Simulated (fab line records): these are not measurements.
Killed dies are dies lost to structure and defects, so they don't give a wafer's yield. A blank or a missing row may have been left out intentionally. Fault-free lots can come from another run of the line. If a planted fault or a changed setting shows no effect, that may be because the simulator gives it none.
Which tool is to blame? | flow gf180mcu | 42 wafers from 14 lots sampled at 5 of the route's 602 steps

WHAT THE GAUGES READ, wafer by wafer
GF_STI_THK_MEAS_22.
lot  | measured    | on            | STI_OXIDATION_01_THK (nm)
L338 | day 2 03:43 | film-metro-01 | 14.9 14.8 14.8
L340 | day 2 18:47 | film-metro-04 | 15.2 15.1 14.8
L341 | day 2 21:47 | film-metro-04 | 14.7 14.8 14.8
L345 | day 3 17:32 | film-metro-04 | 15.5 15.5 15.5
L346 | day 3 23:17 | film-metro-04 | 15.1 15.0 15.2
L348 | day 4 07:35 | film-metro-04 | 14.6 14.8 14.8
L354 | day 5 13:19 | film-metro-04 | 15.1 15.1 15.3
L355 | day 5 19:02 | film-metro-04 | 15.2 15.3 15.5
L356 | day 6 01:32 | film-metro-02 | 14.2 14.2 14.3
L357 | day 6 05:29 | film-metro-04 | 14.7 14.5 14.9
L358 | day 6 12:38 | film-metro-01 | 14.5 14.7 14.6
L359 | day 6 16:14 | film-metro-02 | 15.1 14.9 14.6
L360 | day 7 00:28 | film-metro-01 | 15.0 15.1 14.9
L361 | day 7 06:29 | film-metro-01 | 15.4 15.6 15.5

GF_MVSD_TW_MEAS_11.
lot  | measured     | on            | MVSD_TW
L338 | day 4 10:16  | film-metro-03 | 1583 1578 1576
L340 | day 5 05:05  | film-metro-03 | 1563 1570 1576
L341 | day 5 09:38  | film-metro-03 | 1572 1569 1569
L345 | day 6 06:29  | film-metro-02 | 1600 1593 1586
L346 | day 6 13:32  | film-metro-03 | 1567 1561 1572
L348 | day 7 00:17  | film-metro-03 | 1572 1578 1577
L354 | day 8 08:08  | film-metro-03 | 1569 1565 1579
L355 | day 8 14:29  | film-metro-03 | 1580 1575 1573
L356 | day 8 20:50  | film-metro-04 | 1580 1577 1584
L357 | day 9 02:47  | film-metro-04 | 1576 1568 1572
L358 | day 9 11:21  | film-metro-03 | 1574 1587 1575
L359 | day 9 15:48  | film-metro-02 | 1603 1586 1605
L360 | day 10 02:50 | film-metro-04 | 1568 1564 1572
L361 | day 10 09:17 | film-metro-04 | 1568 1576 1577

GF_VT_IMPLANT_TW_MEAS_43.
lot  | measured     | on            | VT_IMPLANT_4_TW
L338 | day 7 13:57  | film-metro-03 | 691 691 688
L340 | day 8 11:08  | film-metro-01 | 694 693 695
L341 | day 8 18:07  | film-metro-03 | 690 687 687
L345 | day 9 17:44  | film-metro-03 | 712 715 715
L346 | day 10 02:20 | film-metro-01 | 724 728 727
L348 | day 10 13:41 | film-metro-03 | 689 690 687
L354 | day 12 02:53 | film-metro-03 | 685 685 688
L355 | day 12 10:46 | film-metro-01 | 687 691 690
L356 | day 12 18:29 | film-metro-02 | 696 704 700
L357 | day 13 02:08 | film-metro-03 | 691 687 685
L358 | day 13 09:53 | film-metro-03 | 689 689 690
L359 | day 13 16:41 | film-metro-03 | 687 684 684
L360 | day 14 03:58 | film-metro-03 | 684 687 688
L361 | day 14 12:23 | film-metro-02 | 698 700 699

GF_HV_LDD_TW_MEAS_50.
lot  | measured     | on            | HV_LDD_4_TW
L338 | day 12 11:13 | film-metro-02 | 578 576 577
L340 | day 13 12:55 | film-metro-04 | 569 567 565
L341 | day 13 22:20 | film-metro-04 | 568 566 566
L345 | day 15 03:41 | film-metro-04 | 569 568 572
L346 | day 15 12:28 | film-metro-03 | 569 569 566
L348 | day 16 03:11 | film-metro-02 | 574 574 574
L354 | day 17 22:56 | film-metro-04 | 562 565 565
L355 | day 18 10:25 | film-metro-02 | 576 577 576
L356 | day 18 20:25 | film-metro-03 | 568 566 565
L357 | day 19 00:32 | film-metro-03 | 570 573 571
L358 | day 19 12:03 | film-metro-02 | 575 573 575
L359 | day 19 21:01 | film-metro-04 | 568 569 568
L360 | day 20 09:31 | film-metro-02 | 573 578 573
L361 | day 20 19:49 | film-metro-02 | 574 577 578

WHICH TOOL RAN EACH LOT (tool, then ch and the chambers of the sampled wafers, then the start)
lot  | GF_VT_IMPLANT_IMPLANT_41
L338 | implanter-02 ch 0, day 7 13:44
L340 | implanter-02 ch 0, day 8 10:53
L341 | implanter-03 ch 0, day 8 17:52
L345 | implanter-03 ch 0, day 9 17:29
L346 | implanter-03 ch 0, day 10 02:05
L348 | implanter-01 ch 0, day 10 13:26
L354 | implanter-02 ch 0, day 12 02:38
L355 | implanter-02 ch 0, day 12 10:31
L356 | implanter-02 ch 0, day 12 18:14
L357 | implanter-01 ch 0, day 13 01:53
L358 | implanter-03 ch 0, day 13 09:38
L359 | implanter-01 ch 0, day 13 16:28
L360 | implanter-01 ch 0, day 14 03:41
L361 | implanter-03 ch 0, day 14 12:09
- GF_VT_IMPLANT_IMPLANT_41

WHAT THE TOOLS THEMSELVES READ (means of the sampled wafers that have a number; where no wafer has one, the mark that the record gives instead)
GF_VT_IMPLANT_IMPLANT_41.
lot  | tool         | beam-energy-keV | tilt-deg (degrees)
L338 | implanter-02 | 69.982          | 6.997
L340 | implanter-02 | 69.980          | 7.001
L341 | implanter-03 | 70.003          | 6.987
L345 | implanter-03 | 80.167          | 6.986
L346 | implanter-03 | 80.204          | 6.982
L348 | implanter-01 | 70.023          | 6.990
L354 | implanter-02 | 70.039          | 6.977
L355 | implanter-02 | 70.011          | 7.005
L356 | implanter-02 | 69.976          | 6.988
L357 | implanter-01 | 69.976          | 7.000
L358 | implanter-03 | 69.995          | 6.990
L359 | implanter-01 | 70.008          | 6.974
L360 | implanter-01 | 69.984          | 6.996
L361 | implanter-03 | 70.026          | 6.989

THE ANSWER, worked out from the rows above alone
Rule: the usual values come from the lots themselves. Put in order of their means at a reading, lots are off if they are a third of the lots or fewer, leave a main group of 4 or more, and stand apart from it by a gap of 3 or more times the standard deviation of the main group's means; of several such gaps the widest counts. The tables above print the reading to a certain number of digits; a main group whose means all agree to those digits is not used. Also off: a lot with no number at a reading for which 4 or more lots have one. Where the step has rows for the other lots, those lots are counted as sound. Order of review: gauges by route order, followed by the tools' own readings, for which a lot's mean as printed above is used. At the first step where some lot is off, the reading lying furthest off is the one used; lots without a number count as furthest.
Off: L345, L346 (GF_VT_IMPLANT_IMPLANT_41, beam-energy-keV). Main group: mean 70.000, sd 0.021.
If a tool, at that step or one of the process steps before it, ran each lot that is off and ran no sound lot following the first of them, it fits. Of those tried, none fits.

WHAT THE SIMULATOR HAD INSERTED
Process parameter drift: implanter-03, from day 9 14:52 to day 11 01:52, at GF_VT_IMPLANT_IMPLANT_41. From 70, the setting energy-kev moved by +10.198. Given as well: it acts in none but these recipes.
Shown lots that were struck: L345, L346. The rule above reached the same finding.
